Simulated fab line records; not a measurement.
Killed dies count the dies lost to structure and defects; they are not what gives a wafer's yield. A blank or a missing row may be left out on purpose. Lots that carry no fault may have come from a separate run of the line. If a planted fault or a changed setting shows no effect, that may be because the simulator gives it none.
Code-filled problem report in 8D (eight disciplines) form ; flow sky130 ; the parts of the form that need people (team, actions taken, sign-off) are left out

1. THE ISSUE
Wafers free of any fault read -0.7 nm (standard deviation 1.4) for NWELL_00_OVL at SKY_NWELL_OVL_MEAS_10, against a mean of 288.6 nm on 9 wafers of 3 lots. So: +99 or more standard deviations from the usual mean.
First seen on wafer L322.3, day 6 04:09, on overlay-01. Wafers with a number at this step in the record: 36, from 12 lots. Rule for "out", or "out of limits": more than 4 standard deviations from the usual mean. All remaining wafers that have a number are taken as sound.

2. WHAT THIS IS AND IS NOT
question;is;is not
which readings at this step;NWELL_00_OVL;-
which lots;L322, L323, L325;L316, L317, L318, L319, L320, L321, L328, L329, L333
which wafers of those lots;all that have a number;-
read on which gauges;overlay-01;overlay-02
when;from day 6 04:09;"up to then (18 sound wafers); but 9 sound wafers of L328, L329, L333 came after"

3. WHAT RULES OUT EACH SUSPECT
Counting: a tool at a process step up to the reading stays a suspect if it ran every lot that is out and no sound lot after the first of them.
- the gauge at SKY_NWELL_OVL_MEAS_10: ruled out. All the wafers that are out were read on overlay-01, but those of them that SKY_PAD_OPEN_PROBE_99 has rows for are out there too, on other tools.
- iline-stepper-02 at SKY_NWELL_EXPOSE_07 (exposes mask NWM, target cd 840 nm): kept. All lots that are out passed through it, beginning with L322 at day 5 18:11, and no sound lot followed; its final sound lot before that point was L321 at day 5 17:53.
After counting, what remains is iline-stepper-02 at SKY_NWELL_EXPOSE_07.

4. THE CAUSE (what the simulator had put in)
Scanner matching overlay: iline-stepper-02, from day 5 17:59 on, at SKY_NWELL_EXPOSE_07. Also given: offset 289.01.
This tool alone remained once counting was done.

5. THE EFFECT CHAIN, in route order
Each row: a reading where the mean over the struck wafers with a number is more than 3 standard deviations away from the usual. Readings are gone through only where the record gives a usual standard deviation; hours: the median, over the lots, of the time from a lot's start at the first step in this table giving one to that lot's start at this step; sigmas: the change measured in usual standard deviations.
hours;step;reading;usual;on struck wafers;change;sigmas
0;SKY_NWELL_OVL_MEAS_10;NWELL_00_OVL;-0.7 nm;288.6;+289.3;+99 or more
999;SKY_PAD_OPEN_PROBE_99;killed-at-front-end;16;419;+403;+86
999;SKY_PAD_OPEN_PROBE_99;killed-dies;88;492;+404;+42
999;SKY_PAD_OPEN_PROBE_99;killed-on-rim;17;96;+79;+21
Here are the process steps it includes:
- SKY_PAD_OPEN_PROBE_99
Later measuring or inspecting steps at which every struck wafer that the step has a row for has a number for every such reading, and none has moved that far: SKY_NWELL_RS_MEAS_31.

6. WHAT WOULD HAVE CAUGHT IT SOONER
10 hours passed between the start of the fault at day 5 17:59 and the first reading out of limits at a measuring or inspecting step in this record, taken at day 6 04:09.
Lots out: 3; of these, L325 started SKY_NWELL_EXPOSE_07 on iline-stepper-02 after day 6 04:09. Holding the tool at that time would have saved it.
